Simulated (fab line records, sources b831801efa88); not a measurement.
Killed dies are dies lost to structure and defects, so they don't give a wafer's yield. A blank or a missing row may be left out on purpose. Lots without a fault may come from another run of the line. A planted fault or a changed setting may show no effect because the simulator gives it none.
fab line records | flow gf180mcu
record lots=5 wafers=15 last_day=33
route steps=602 shown CONTACT@299 M1@315 V1@335
lots that met no fault: from a run of the same line without faults
start_h: hours from the record's first day to the start of the lot's first wafer shown | wait_h: hours since the lot's step before | " the same as in the row above | L1.1+2: a row that stands for several wafers | - no value, or no start given | * or withheld: withheld | < > ~ a bound
route shown NAME@n: a module of which the file shows steps, and the number in the route of the first | usual: mean/standard deviation of fault-free wafers | same: alike in all rows | chamber/n: place in a boat | sites: the reading at each site | _std_site: their standard deviation | _edge_site: outer sites' mean less inner sites' | radius_mm: how far each site lies from the wafer's centre | mask NAME#n: copy n | behind: the tool/chamber that last shaped the wafer | hold: why the lot was held/for how many hours/how that ended | device: the transistor (n, p or np) that didn't switch | end of line: the same wafers' tests at the end of the route | a step without rows: its recipe alone | killed: dies lost to structure and defects at the first sort, not the wafer's yield | map: a wafer's dies, x killed, . not, _ none there
set.NAME: the setting as run; set.NAME@STEP: as run at that earlier step | model.NAME: the simulator's own value behind a step, which no gauge read
lots at some steps of the route; a table a step, a row a wafer
services: from which hour (start_h, from the record's first day; less than 0 if before it) a tool's chamber was out of use, for how many hours, and why
## steps
# step GF_CONTACT_PEB_12
# recipe peb_temp_c=135 peb_time_s=90 resist=KrF
# columns lot.wafer tool chamber start_h wait_h
L074.1+3+4 litho_track-04 0 - -
L076.2+3+4 litho_track-02 0 - -
L082.1+3+4 litho_track-02 0 - -
L085.3+4+6 litho_track-04 0 - -
L091.1+2+5 litho_track-02 0 - -
# step GF_CONTACT_DEVELOP_13
# recipe develop_time_s=60 resist=KrF dev_temp_c=21
# columns lot.wafer tool chamber start_h wait_h
L074.1+3+4 litho_track-04 0 362.80 0.2
L076.2+3+4 litho_track-02 0 376.79 0.2
L082.1+3+4 litho_track-02 0 433.76 0.2
L085.3+4+6 litho_track-04 0 466.55 0.1
L091.1+2+5 litho_track-02 0 509.41 0.2
# step GF_CONTACT_CD_MEAS_14
# recipe target_cd_nm=220
# usual cd_nm=219.9/1.3
# columns lot.wafer tool chamber start_h wait_h cd_nm
L074.1 cd_sem-02 - 362.95 0.1 220.7
L074.3 " - " " 220.2
L074.4 " - " " 220.4
L076.2 cd_sem-01 - 376.94 0.1 219.0
L076.3 " - " " 219.7
L076.4 " - " " 220.1
L082.1 cd_sem-02 - 433.91 0.1 221.2
L082.3 " - " " 220.2
L082.4 " - " " 220.4
L085.3 cd_sem-02 - 466.69 0.1 219.5
L085.4 " - " " 220.3
L085.6 " - " " 221.5
L091.1 cd_sem-01 - 509.56 0.1 218.8
L091.2 " - " " 219.0
L091.5 " - " " 218.9
# step GF_CONTACT_OVL_MEAS_15
# usual CONTACT_OVL=2/4.7
# columns lot.wafer tool chamber start_h wait_h CONTACT_OVL[nm]
L074.1 overlay-02 - 363.07 0.1 3
L074.3 " - " " 0
L074.4 " - " " -3
L076.2 overlay-02 - 377.04 0.1 7
L076.3 " - " " 10
L076.4 " - " " 1
L082.1 overlay-02 - 434.03 0.1 4
L082.3 " - " " 1
L082.4 " - " " 4
L085.3 overlay-01 - 466.78 0.1 7
L085.4 " - " " 6
L085.6 " - " " 2
L091.1 overlay-01 - 509.68 0.1 -4
L091.2 " - " " -1
L091.5 " - " " 2
# step GF_CONTACT_ETCH_16
# recipe chemistry=N2/H2 target_depth_a=withheld overetch_a=withheld time_s=withheld target=BARC ion_energy_ev=200 source_w=500 bias_w=100 pressure_mtorr=30 n2_flow_sccm=100 h2_flow_sccm=200
# usual drypump_motor_current_A=5.7/0.32 h2_flow_sccm=200.0/0.65 oes_product_au=0.854/0.0048 throttle_valve_pct=13.225/0.0091
# columns lot.wafer tool chamber start_h wait_h drypump_motor_current_A h2_flow_sccm oes_product_au throttle_valve_pct
L074.1 rie_diel-04 2 363.11 0.0 5.5 201.1 0.855 13.225
L074.3 " 1 " " 6.1 199.0 0.855 13.235
L074.4 " 3 " " 5.5 199.7 0.856 13.235
L076.2 rie_diel-02 1 377.07 0.0 6.0 200.4 0.858 13.216
L076.3 " 2 " " 5.2 199.3 0.851 13.222
L076.4 " 3 " " 5.8 200.2 0.850 13.244
L082.1 rie_diel-02 2 434.07 0.0 5.2 199.7 0.849 13.246
L082.3 " 3 " " 5.9 200.0 0.853 13.227
L082.4 " 0 " " 5.6 199.1 0.854 13.234
L085.3 rie_diel-02 0 466.80 0.0 5.7 198.8 0.855 13.230
L085.4 " 1 " " 6.0 199.5 0.858 13.218
L085.6 " 2 " " 5.2 200.1 0.860 13.219
L091.1 rie_diel-03 0 509.72 0.0 5.8 200.5 0.857 13.227
L091.2 " 3 " " 6.0 199.6 0.854 13.211
L091.5 " 1 " " 5.3 200.4 0.859 13.220
# step GF_CONTACT_ETCH_17
# recipe chemistry=C4F8/O2/Ar mask_material=KrF target=SiO2 stop_on=CoSi2 source_w=1500 bias_w=1200 pressure_mtorr=40 c4f8_flow_sccm=withheld O2_flow_sccm=6 Ar_flow_sccm=300 time_s=withheld target_depth_a=8600
# usual oes_product_au=0.814/0.0049
# columns lot.wafer tool chamber start_h wait_h oes_product_au
L074.1 rie_diel-04 2 - - 0.813
L074.3 " 1 " " 0.812
L074.4 " 3 " " 0.809
L076.2 rie_diel-02 1 - - 0.817
L076.3 " 2 " " 0.821
L076.4 " 3 " " 0.818
L082.1 rie_diel-02 2 - - 0.825
L082.3 " 3 " " 0.825
L082.4 " 0 " " 0.815
L085.3 rie_diel-02 0 - - 0.811
L085.4 " 1 " " 0.817
L085.6 " 2 " " 0.820
L091.1 rie_diel-03 0 - - 0.808
L091.2 " 3 " " 0.811
L091.5 " 1 " " 0.810
# step GF_CONTACT_STRIP_18
# recipe chemistry=O2/N2 power_w=1400 pressure_mtorr=1500 platen_temp_c=250 o2_flow_sccm=3000 n2_flow_sccm=300 overash_fraction=0.5
# usual drypump_motor_current_A=6.15/0.16 heater_power_w=323/34 oes_product_au=0.579/0.005
# columns lot.wafer tool chamber start_h wait_h drypump_motor_current_A heater_power_w oes_product_au rf_hours_counter_h
L074.1 plasma_asher-01 0 363.27 - 6.50 326 0.581 59
L074.3 " 0 " " 6.49 321 0.576 -
L074.4 " 1 " " 6.04 306 0.571 -
L076.2 plasma_asher-03 1 377.23 - 6.13 340 0.566 73
L076.3 " 1 " " 6.14 338 0.573 -
L076.4 " 0 " " 6.13 368 0.575 -
L082.1 plasma_asher-03 1 434.23 - 6.12 336 0.583 79
L082.3 " 0 " " 6.08 355 0.580 -
L082.4 " 1 " " 6.14 333 0.593 -
L085.3 plasma_asher-04 1 467.00 - 6.20 269 0.578 -
L085.4 " 0 " " 6.03 283 0.580 -
L085.6 " 1 " " 6.19 267 0.586 -
L091.1 plasma_asher-03 0 509.88 - 6.14 370 0.578 87
L091.2 " 1 " " 6.10 339 0.580 87
L091.5 " 1 " " 6.11 339 0.589 -
# step GF_CONTACT_CLEAN_19
# recipe chemistry=SPM
# columns lot.wafer tool chamber start_h wait_h
L074.1+3+4 wet_bench-02 2 363.37 0.1
L076.2+3+4 wet_bench-02 0 377.33 0.1
L082.1+3+4 wet_bench-03 3 434.33 0.1
L085.3+4+6 wet_bench-03 3 467.07 0.0
L091.1+2+5 wet_bench-02 0 509.98 0.1
# step GF_CONTACT_CLEAN_20
# recipe chemistry=DIW
# columns lot.wafer tool chamber start_h wait_h
L074.1+3+4 wet_bench-04 1 363.46 0.0
L076.2+3+4 wet_bench-03 1 377.43 0.0
L082.1+3+4 wet_bench-02 0 434.43 0.0
L085.3+4+6 wet_bench-02 1 467.16 0.0
L091.1+2+5 wet_bench-04 0 510.07 0.0
# step GF_CONTACT_CLEAN_21
# recipe chemistry=dHF time_s=20 dilution=100:1 dry=ipa_marangoni
# columns lot.wafer tool chamber start_h wait_h
L074.1+3+4 wet_bench-03 3 363.55 0.0
L076.2+3+4 wet_bench-02 3 377.53 0.0
L082.1+3+4 wet_bench-04 1 434.52 0.0
L085.3+4+6 wet_bench-03 2 467.26 0.0
L091.1+2+5 wet_bench-03 0 510.17 0.0
# step GF_CONTACT_SPUTTER_22
# recipe material=Ti target_thk_nm=15 chamber_pressure_pa=5 power_w=2500 substrate_temp_c=200 time_s=80.02
# usual throttle_valve_pct=30.2/1.3
# columns lot.wafer tool chamber start_h wait_h throttle_valve_pct
L074.1 pvd_sputter-01 - 363.57 0.0 29.2
L074.3 " - " " 30.6
L074.4 " - " " 28.8
L076.2 pvd_sputter-04 - 377.54 0.0 32.0
L076.3 " - " " 29.8
L076.4 " - " " 32.0
L082.1 pvd_sputter-04 - 434.53 0.0 29.8
L082.3 " - " " 31.7
L082.4 " - " " 32.2
L085.3 pvd_sputter-04 - 467.27 0.0 30.9
L085.4 " - " " 31.8
L085.6 " - " " 32.1
L091.1 pvd_sputter-04 - 510.18 0.0 32.3
L091.2 " - " " 29.9
L091.5 " - " " 30.7
# step GF_CONTACT_SPUTTER_23
# recipe material=TiN target_thk_nm=10 chamber_pressure_pa=5 power_w=4000 time_s=40
# usual throttle_valve_pct=30.2/1.3
# columns lot.wafer tool chamber start_h wait_h throttle_valve_pct
L074.1 pvd_sputter-01 - 363.63 0.0 28.9
L074.3 " - " " 30.4
L074.4 " - " " 28.7
L076.2 pvd_sputter-04 - 377.60 0.0 32.0
L076.3 " - " " 29.7
L076.4 " - " " 32.1
L082.1 pvd_sputter-04 - 434.59 0.0 29.8
L082.3 " - " " 31.8
L082.4 " - " " 32.2
L085.3 pvd_sputter-04 - 467.33 0.0 30.6
L085.4 " - " " 31.6
L085.6 " - " " 32.3
L091.1 pvd_sputter-04 - 510.24 0.0 31.9
L091.2 " - " " 30.0
L091.5 " - " " 30.8
# step GF_CONTACT_CVD_24
# recipe material=W target_thk_nm=300 time_s=90.339 temp_c=400 pressure_torr=40
# usual heater_power_w=820/150
# columns lot.wafer tool chamber start_h wait_h heater_power_w
L074.1 cvd_w-02 0 363.67 0.0 743
L074.3 " 1 " " 718
L074.4 " 0 " " 734
L076.2 cvd_w-02 0 377.64 0.0 734
L076.3 " 1 " " 703
L076.4 " 0 " " 721
L082.1 cvd_w-02 1 434.63 0.0 638
L082.3 " 0 " " 684
L082.4 " 1 " " 674
L085.3 cvd_w-01 0 467.41 0.1 877
L085.4 " 1 " " 1055
L085.6 " 0 " " 862
L091.1 cvd_w-01 1 510.28 0.0 1039
L091.2 " 0 " " 874
L091.5 " 1 " " 1037
# step GF_CONTACT_RS_MEAS_25
# recipe thk_meas_gauge=four-point-probe reads=W_of_CONTACT_CVD_24+TiN_of_CONTACT_SPUTTER_23+Ti_of_CONTACT_SPUTTER_22
# usual CONTACT_W_RS=0.385/0.0035
# columns lot.wafer tool chamber start_h wait_h CONTACT_W_RS[ohm/sq]
L074.1 film_metro-02 - 363.77 0.1 0.385
L074.3 " - " " 0.376
L074.4 " - " " 0.386
L076.2 film_metro-04 - 377.76 0.1 0.386
L076.3 " - " " 0.378
L076.4 " - " " 0.380
L082.1 film_metro-04 - 434.73 0.1 0.386
L082.3 " - " " 0.386
L082.4 " - " " 0.384
L085.3 film_metro-02 - 467.51 0.1 0.383
L085.4 " - " " 0.385
L085.6 " - " " 0.382
L091.1 film_metro-01 - 510.38 0.1 0.381
L091.2 " - " " 0.379
L091.5 " - " " 0.384
# step GF_CONTACT_THK_MEAS_26
# recipe thk_meas_gauge=xrf reads=W_of_CONTACT_CVD_24
# usual CONTACT_W_THK=303/3.5
# columns lot.wafer tool chamber start_h wait_h CONTACT_W_THK[nm]
L074.1 film_metro-02 - 363.89 0.1 303
L074.3 " - " " 311
L074.4 " - " " 305
L076.2 film_metro-04 - 377.87 0.1 300
L076.3 " - " " 306
L076.4 " - " " 303
L082.1 film_metro-04 - 434.85 0.1 297
L082.3 " - " " 298
L082.4 " - " " 298
L085.3 film_metro-02 - 467.61 0.1 305
L085.4 " - " " 303
L085.6 " - " " 305
L091.1 film_metro-01 - 510.50 0.1 306
L091.2 " - " " 308
L091.5 " - " " 304
# step GF_CONTACT_CMP_27
# recipe stop_on=SiO2 down_force_psi=3.5 platen_rpm=60 t_overpolish_s=15 target_thk_nm=0 pad_velocity_m_s=0.94248
# usual edge_zone_pressure_frac=0.999/0.0052 motor_current_A=11.3/1.5 overpolish_run_s=15.000/0.0094 time_to_endpoint_s=72.7/2.1
# columns lot.wafer tool chamber start_h wait_h edge_zone_pressure_frac motor_current_A overpolish_run_s time_to_endpoint_s
L074.4 cmp-01 1 363.95 0.0 1.004 12.6 14.998 68.4
L074.3 " 3 " " 1.004 10.4 15.004 71.3
L074.1 " 0 " " 0.993 11.2 15.005 72.0
L076.4 cmp-01 2 377.92 0.0 0.991 11.5 14.999 73.5
L076.2 " 3 " " 1.002 9.4 15.011 74.6
L076.3 " 0 " " 1.007 11.5 15.011 73.9
L082.3 cmp-02 0 434.91 0.0 1.005 10.4 14.996 70.8
L082.4 " 1 " " 0.998 10.0 15.000 72.3
L082.1 " 2 " " 0.990 10.4 14.996 69.0
L085.3 cmp-02 0 467.65 0.0 1.014 10.6 14.997 68.6
L085.4 " 3 " " 1.000 14.8 14.998 68.5
L085.6 " 1 " " 0.996 9.6 15.000 74.8
L091.1 cmp-02 3 510.66 0.1 1.006 14.1 15.001 71.0
L091.2 " 0 " " 0.996 10.5 14.999 72.5
L091.5 " 2 " " 0.992 10.8 14.998 72.4
# step GF_M1_SPUTTER_00
# recipe material=Ti target_thk_nm=37.5 arriving_ion_energy_ev=80 substrate_temp_c=200 chamber_pressure_pa=2 power_w=4000 time_s=150
# usual throttle_valve_pct=30.4/1.1
# columns lot.wafer tool chamber start_h wait_h throttle_valve_pct
L074.1 pvd_sputter-04 - 364.25 0.1 29.8
L074.3 " - " " 32.0
L074.4 " - " " 30.6
L076.2 pvd_sputter-02 - 378.22 0.2 30.1
L076.3 " - " " 30.3
L076.4 " - " " 28.9
L082.1 pvd_sputter-02 - 435.21 0.1 32.2
L082.3 " - " " 30.1
L082.4 " - " " 29.9
L085.3 pvd_sputter-01 - 467.95 0.2 30.4
L085.4 " - " " 28.6
L085.6 " - " " 28.6
L091.1 pvd_sputter-02 - 510.86 0.1 29.9
L091.2 " - " " 28.7
L091.5 " - " " 28.8
# step GF_M1_SPUTTER_01
# recipe material=TiN target_thk_nm=30 power_w=6500 time_s=25 chamber_pressure_pa=0.4
# usual throttle_valve_pct=30.4/1.1
# columns lot.wafer tool chamber start_h wait_h throttle_valve_pct
L074.1 pvd_sputter-04 - 364.35 0.1 29.7
L074.3 " - " " 31.7
L074.4 " - " " 31.0
L076.2 pvd_sputter-02 - 378.32 0.1 29.7
L076.3 " - " " 30.3
L076.4 " - " " 28.8
L082.1 pvd_sputter-02 - 435.31 0.1 31.8
L082.3 " - " " 30.2
L082.4 " - " " 29.8
L085.3 pvd_sputter-01 - 468.05 0.1 30.3
L085.4 " - " " 28.9
L085.6 " - " " 28.5
L091.1 pvd_sputter-02 - 510.96 0.1 29.9
L091.2 " - " " 28.7
L091.5 " - " " 28.8
# step GF_M1_SPUTTER_02
# recipe material=AlCu target_thk_nm=450 power_w=10600 time_s=23.9 chamber_pressure_pa=0.4
# usual throttle_valve_pct=30.4/1.1
# columns lot.wafer tool chamber start_h wait_h throttle_valve_pct
L074.1 pvd_sputter-04 - 364.38 0.0 29.7
L074.3 " - " " 32.0
L074.4 " - " " 31.1
L076.2 pvd_sputter-02 - 378.35 0.0 29.8
L076.3 " - " " 30.2
L076.4 " - " " 29.1
L082.1 pvd_sputter-02 - 435.34 0.0 31.9
L082.3 " - " " 30.2
L082.4 " - " " 29.7
L085.3 pvd_sputter-01 - 468.08 0.0 30.3
L085.4 " - " " 28.7
L085.6 " - " " 28.8
L091.1 pvd_sputter-02 - 510.99 0.0 29.7
L091.2 " - " " 28.9
L091.5 " - " " 28.5
# step GF_M1_SPUTTER_03
# recipe material=Ti target_thk_nm=10 substrate_temp_c=300 chamber_pressure_pa=0.3 power_w=3000 time_s=6.7
# usual throttle_valve_pct=30.4/1.1
# columns lot.wafer tool chamber start_h wait_h throttle_valve_pct
L074.1 pvd_sputter-04 - 364.41 0.0 29.6
L074.3 " - " " 31.9
L074.4 " - " " 30.9
L076.2 pvd_sputter-02 - 378.38 0.0 30.1
L076.3 " - " " 30.1
L076.4 " - " " 29.2
L082.1 pvd_sputter-02 - 435.37 0.0 31.9
L082.3 " - " " 30.3
L082.4 " - " " 29.8
L085.3 pvd_sputter-01 - 468.11 0.0 30.1
L085.4 " - " " 29.0
L085.6 " - " " 28.8
L091.1 pvd_sputter-02 - 511.02 0.0 29.9
L091.2 " - " " 28.9
L091.5 " - " " 28.8
# step GF_M1_SPUTTER_04
# recipe material=TiN target_thk_nm=50 power_w=6500 time_s=41.7 chamber_pressure_pa=0.4
# usual throttle_valve_pct=30.4/1.1
# columns lot.wafer tool chamber start_h wait_h throttle_valve_pct
L074.1 pvd_sputter-04 - 364.43 0.0 29.9
L074.3 " - " " 31.7
L074.4 " - " " 30.9
L076.2 pvd_sputter-02 - 378.40 0.0 29.5
L076.3 " - " " 30.0
L076.4 " - " " 28.8
L082.1 pvd_sputter-02 - 435.39 0.0 31.7
L082.3 " - " " 30.1
L082.4 " - " " 29.8
L085.3 pvd_sputter-01 - 468.13 0.0 30.2
L085.4 " - " " 28.9
L085.6 " - " " 29.0
L091.1 pvd_sputter-02 - 511.04 0.0 29.7
L091.2 " - " " 29.0
L091.5 " - " " 29.1
# step GF_M1_RS_MEAS_05
# recipe thk_meas_gauge=four-point-probe reads=TiN_of_M1_SPUTTER_04+Ti_of_M1_SPUTTER_03+AlCu_of_M1_SPUTTER_02+TiN_of_M1_SPUTTER_01+Ti_of_M1_SPUTTER_00
# usual M1_ALCU_RS=0.0695/0.00072
# columns lot.wafer tool chamber start_h wait_h M1_ALCU_RS[ohm/sq]
L074.1 film_metro-03 - 364.47 0.0 0.0694
L074.3 " - " " 0.0693
L074.4 " - " " 0.0689
L076.2 film_metro-03 - 378.46 0.0 0.0694
L076.3 " - " " 0.0693
L076.4 " - " " 0.0690
L082.1 film_metro-02 - 435.43 0.0 0.0692
L082.3 " - " " 0.0696
L082.4 " - " " 0.0695
L085.3 film_metro-01 - 468.21 0.1 0.0705
L085.4 " - " " 0.0701
L085.6 " - " " 0.0702
L091.1 film_metro-03 - 511.08 0.0 0.0698
L091.2 " - " " 0.0691
L091.5 " - " " 0.0696
# step GF_M1_THK_MEAS_06
# recipe thk_meas_gauge=xrf reads=AlCu_of_M1_SPUTTER_02
# usual M1_ALCU_THK=459/4.9
# columns lot.wafer tool chamber start_h wait_h M1_ALCU_THK[nm]
L074.1 film_metro-03 - 364.59 0.1 459
L074.3 " - " " 458
L074.4 " - " " 461
L076.2 film_metro-03 - 378.57 0.1 457
L076.3 " - " " 458
L076.4 " - " " 460
L082.1 film_metro-02 - 435.55 0.1 464
L082.3 " - " " 463
L082.4 " - " " 464
L085.3 film_metro-01 - 468.31 0.1 453
L085.4 " - " " 454
L085.6 " - " " 452
L091.1 film_metro-03 - 511.20 0.1 459
L091.2 " - " " 461
L091.5 " - " " 456
# step GF_M1_DEHYDRATE_07
# recipe temp_c=200 time_s=60
# columns lot.wafer tool chamber start_h wait_h
L074.1+3+4 litho_track-03 0 375.12 10.5
L076.2+3+4 litho_track-03 0 389.39 10.8
L082.1+3+4 litho_track-03 0 446.17 10.6
L085.3+4+6 litho_track-04 0 479.75 11.4
L091.1+2+5 litho_track-02 0 521.81 10.6
# step GF_M1_HMDS_08
# recipe prime_time_s=60 prime_temp_c=120
# columns lot.wafer tool chamber start_h wait_h
L074.1+3+4 litho_track-03 0 375.27 0.1
L076.2+3+4 litho_track-03 0 389.54 0.1
L082.1+3+4 litho_track-03 0 446.32 0.1
L085.3+4+6 litho_track-04 0 479.90 0.1
L091.1+2+5 litho_track-02 0 521.96 0.1
# step GF_M1_COAT_09
# recipe resist=KrF spin_rpm=withheld resist_thk_nm=1000
# columns lot.wafer tool chamber start_h wait_h
L074.1+3+4 litho_track-03 0 375.42 0.1
L076.2+3+4 litho_track-03 0 389.69 0.1
L082.1+3+4 litho_track-03 0 446.47 0.1
L085.3+4+6 litho_track-04 0 480.05 0.1
L091.1+2+5 litho_track-02 0 522.11 0.1
# step GF_M1_SOFTBAKE_10
# recipe temp_c=130 time_s=60 resist=KrF
# columns lot.wafer tool chamber start_h wait_h
L074.1+3+4 litho_track-03 0 375.57 0.1
L076.2+3+4 litho_track-03 0 389.84 0.1
L082.1+3+4 litho_track-03 0 446.62 0.1
L085.3+4+6 litho_track-04 0 480.20 0.1
L091.1+2+5 litho_track-02 0 522.26 0.1
# step GF_M1_EXPOSE_11
# recipe mask_id=Metal1 target_cd_nm=230 na=0.68 source_shape=conventional sigma_outer=0.6 dose_mj=28
# usual focus_offset_nm=0.0/0.58
# columns lot.wafer tool chamber start_h wait_h mask focus_offset_nm
L074.1 krf_scanner-01 0 - - Metal1#0 -0.9
L074.3 " 0 " " Metal1#0 -0.8
L074.4 " 0 " " Metal1#0 -0.9
L076.2 krf_scanner-01 0 - - Metal1#0 -0.1
L076.3 " 0 " " Metal1#0 -0.5
L076.4 " 0 " " Metal1#0 0.9
L082.1 krf_scanner-02 0 - - Metal1#0 0.7
L082.3 " 0 " " Metal1#0 0.5
L082.4 " 0 " " Metal1#0 0.5
L085.3 krf_scanner-01 0 - - Metal1#0 -0.2
L085.4 " 0 " " Metal1#0 0.4
L085.6 " 0 " " Metal1#0 0.4
L091.1 krf_scanner-01 0 - - Metal1#0 -0.6
L091.2 " 0 " " Metal1#0 -0.5
L091.5 " 0 " " Metal1#0 0.3
# step GF_M1_PEB_12
# recipe peb_temp_c=135 peb_time_s=90 resist=KrF
# columns lot.wafer tool chamber start_h wait_h
L074.1+3+4 litho_track-03 0 - -
L076.2+3+4 litho_track-02 0 - -
L082.1+3+4 litho_track-04 0 - -
L085.3+4+6 litho_track-02 0 - -
L091.1+2+5 litho_track-03 0 - -
# step GF_M1_DEVELOP_13
# recipe develop_time_s=60 dev_temp_c=21
# columns lot.wafer tool chamber start_h wait_h
L074.1+3+4 litho_track-03 0 387.27 0.2
L076.2+3+4 litho_track-02 0 401.14 0.2
L082.1+3+4 litho_track-04 0 458.65 0.2
L085.3+4+6 litho_track-02 0 491.81 0.1
L091.1+2+5 litho_track-03 0 533.71 0.2
# step GF_M1_CD_MEAS_14
# recipe target_cd_nm=230
# usual cd_nm=229.8/1.3
# columns lot.wafer tool chamber start_h wait_h cd_nm
L074.1 cd_sem-01 - 387.42 0.1 228.4
L074.3 " - " " 227.8
L074.4 " - " " 228.6
L076.2 cd_sem-02 - 401.29 0.1 230.1
L076.3 " - " " 231.5
L076.4 " - " " 231.1
L082.1 cd_sem-02 - 458.80 0.1 230.1
L082.3 " - " " 230.1
L082.4 " - " " 229.6
L085.3 cd_sem-01 - 491.95 0.1 231.0
L085.4 " - " " 230.0
L085.6 " - " " 230.5
L091.1 cd_sem-02 - 533.86 0.1 228.1
L091.2 " - " " 228.0
L091.5 " - " " 227.4
# step GF_M1_OVL_MEAS_15
# usual M1_OVL=4/5.2
# columns lot.wafer tool chamber start_h wait_h M1_OVL[nm]
L074.1 overlay-01 - 387.54 0.1 2
L074.3 " - " " -1
L074.4 " - " " 6
L076.2 overlay-01 - 401.39 0.1 3
L076.3 " - " " 3
L076.4 " - " " -4
L082.1 overlay-02 - 458.92 0.1 5
L082.3 " - " " 9
L082.4 " - " " 4
L085.3 overlay-01 - 492.05 0.1 5
L085.4 " - " " 4
L085.6 " - " " 10
L091.1 overlay-02 - 533.98 0.1 2
L091.2 " - " " 8
L091.5 " - " " 8
# step GF_M1_METAL_ETCH_16
# recipe chemistry=Cl2/BCl3 mask_material=KrF target_depth_nm=750.8 stop_on=SiO2 pressure_mtorr=8 icp_w=800 bias_w=140 Cl2_flow_sccm=80 bcl3_flow_sccm=40 time_s=125.1
# usual drypump_motor_current_A=5.9/0.52 oes_product_au=0.990/0.005 throttle_valve_pct=28.229/0.0099
# columns lot.wafer tool chamber start_h wait_h drypump_motor_current_A oes_product_au rf_hours_counter_h throttle_valve_pct
L074.1 rie_metal-01 0 387.57 0.0 6.3 0.992 10 28.244
L074.3 " 1 " " 5.5 0.989 - 28.235
L074.4 " 0 " " 6.3 0.983 - 28.244
L076.2 rie_metal-04 0 401.42 0.0 5.6 0.997 6 28.225
L076.3 " 0 " " 5.6 0.981 - 28.236
L076.4 " 1 " " 5.0 0.986 - 28.235
L082.1 rie_metal-02 1 458.95 0.0 6.6 0.996 9 28.223
L082.3 " 1 " " 6.6 0.992 - 28.243
L082.4 " 1 " " 6.6 0.991 - 28.231
L085.3 rie_metal-01 1 492.11 0.1 5.5 0.983 - 28.238
L085.4 " 0 " " 6.3 0.989 - 28.235
L085.6 " 1 " " 5.5 0.990 - 28.226
L091.1 rie_metal-01 1 534.02 0.0 5.5 0.979 9 28.232
L091.2 " 0 " " 6.2 0.992 13 28.235
L091.5 " 1 " " 5.5 0.986 - 28.234
# step GF_M1_STRIP_17
# recipe chemistry=O2/N2 power_w=1400 pressure_mtorr=1500 platen_temp_c=250 o2_flow_sccm=3000 n2_flow_sccm=300 overash_fraction=0.5
# usual drypump_motor_current_A=6.0/0.31 heater_power_w=301/22 oes_product_au=0.538/0.0051 strip_time_to_endpoint_s=7.38/0.045
# columns lot.wafer tool chamber start_h wait_h drypump_motor_current_A heater_power_w oes_product_au rf_hours_counter_h strip_time_to_endpoint_s
L074.1 plasma_asher-01 0 387.70 0.1 6.5 324 0.533 61 7.40
L074.3 " 0 " " 6.5 324 0.541 - 7.41
L074.4 " 1 " " 6.0 317 0.546 - 7.44
L076.2 plasma_asher-02 0 401.55 0.1 6.3 297 0.538 71 7.37
L076.3 " 1 " " 5.5 337 0.540 - 7.41
L076.4 " 0 " " 6.3 293 0.538 - 7.43
L082.1 plasma_asher-04 1 459.21 0.2 6.2 272 0.543 37 7.41
L082.3 " 1 " " 6.2 263 0.539 - 7.42
L082.4 " 0 " " 6.0 289 0.537 - 7.39
L085.3 plasma_asher-04 1 492.23 0.1 6.2 261 0.531 - 7.40
L085.4 " 0 " " 5.9 287 0.536 - 7.34
L085.6 " 1 " " 6.2 271 0.534 - 7.37
L091.1 plasma_asher-01 0 534.15 0.1 6.5 321 0.541 77 7.37
L091.2 " 1 " " 6.1 311 0.539 77 7.36
L091.5 " 0 " " 6.5 326 0.541 - 7.40
# step GF_M1_STRIP_18
# recipe chemistry=post_etch_residue_remover time_s=1200 temp_c=72.5
# usual bath_heat_duty_pct=15.0/1.7
# columns lot.wafer tool chamber start_h wait_h bath_heat_duty_pct
L074.1 wet_bench-03 2 387.80 0.1 17.8
L074.3 " 2 " " 19.3
L074.4 " 2 " " 16.3
L076.2 wet_bench-01 3 401.65 0.1 14.9
L076.3 " 3 " " 15.1
L076.4 " 3 " " 14.9
L082.1 wet_bench-02 3 459.31 0.1 15.7
L082.3 " 3 " " 14.5
L082.4 " 3 " " 16.6
L085.3 wet_bench-02 2 492.30 0.0 12.8
L085.4 " 2 " " 14.1
L085.6 " 2 " " 13.0
L091.1 wet_bench-02 2 534.25 0.1 13.9
L091.2 " 2 " " 12.2
L091.5 " 2 " " 13.2
# step GF_M1_CLEAN_19
# recipe chemistry=DIW dry=n2_spin
# columns lot.wafer tool chamber start_h wait_h
L074.1+3+4 wet_bench-02 2 388.17 0.0
L076.2+3+4 wet_bench-02 0 401.99 0.0
L082.1+3+4 wet_bench-01 1 459.65 0.0
L085.3+4+6 wet_bench-01 3 492.64 0.0
L091.1+2+5 wet_bench-02 0 534.59 0.0
# step GF_V1_CVD_00
# recipe material=SiO2 target_thk_nm=600 sigma_open_frac=0.3 temp_c=400 time_s=100 sih4_flow_sccm=60 pressure_mtorr=6
# usual pressure_mtorr=5.999/0.012
# columns lot.wafer tool chamber start_h wait_h pressure_mtorr
L074.1 hdpcvd-01 2 388.27 0.0 6.015
L074.3 " 0 " " 5.994
L074.4 " 1 " " 6.022
L076.2 hdpcvd-02 1 402.09 0.0 5.999
L076.3 " 0 " " 5.979
L076.4 " 2 " " 6.000
L082.1 hdpcvd-01 2 459.75 0.0 6.007
L082.3 " 0 " " 6.002
L082.4 " 1 " " 5.981
L085.3 hdpcvd-01 2 492.73 0.0 5.970
L085.4 " 0 " " 6.003
L085.6 " 2 " " 5.995
L091.1 hdpcvd-02 1 534.68 0.0 6.005
L091.2 " 2 " " 6.008
L091.5 " 1 " " 5.998
# step GF_V1_THK_MEAS_01
# recipe reads=SiO2_of_V1_CVD_00
# usual V1_CVD_00_THK=600/5.9
# columns lot.wafer tool chamber start_h wait_h V1_CVD_00_THK[nm]
L074.1 film_metro-01 - 388.34 0.0 596
L074.3 " - " " 602
L074.4 " - " " 598
L076.2 film_metro-03 - 402.17 0.0 604
L076.3 " - " " 604
L076.4 " - " " 613
L082.1 film_metro-04 - 459.83 0.0 602
L082.3 " - " " 603
L082.4 " - " " 603
L085.3 film_metro-01 - 492.82 0.1 600
L085.4 " - " " 599
L085.6 " - " " 597
L091.1 film_metro-04 - 534.76 0.0 595
L091.2 " - " " 598
L091.5 " - " " 592
## services
# columns tool chamber start_h hours kind
pvd_sputter-01 - 342.10 1.6 repair
plasma_asher-01 - 346.73 9.7 repair
rie_metal-01 - 374.91 0.2 repair
pvd_sputter-01 - 379.58 1.8 repair
cmp-02 - 385.88 17.7 pm
cvd_w-02 - 390.00 14.0 pm
krf_scanner-01 - 397.36 1.0 pm
cvd_w-02 - 411.99 6.9 pm
pvd_sputter-02 - 418.64 1.0 repair
cmp-02 - 418.80 0.9 repair
krf_scanner-01 - 421.28 1.3 pm
pvd_sputter-02 - 430.35 1.7 repair
pvd_sputter-04 - 438.10 4.2 repair
pvd_sputter-01 - 454.93 3.0 repair
rie_diel-02 2 461.41 3.3 repair
krf_scanner-01 - 467.06 0.4 repair
rie_diel-02 0 468.18 8.3 repair
pvd_sputter-04 - 476.21 8.3 repair
krf_scanner-01 - 485.72 0.8 pm
krf_scanner-01 - 503.36 1.0 repair
rie_diel-02 1 505.40 4.3 repair
rie_diel-02 - 505.79 0.3 repair
krf_scanner-01 - 509.24 12.1 repair
pvd_sputter-02 - 533.09 8.8 repair
## key
fault none
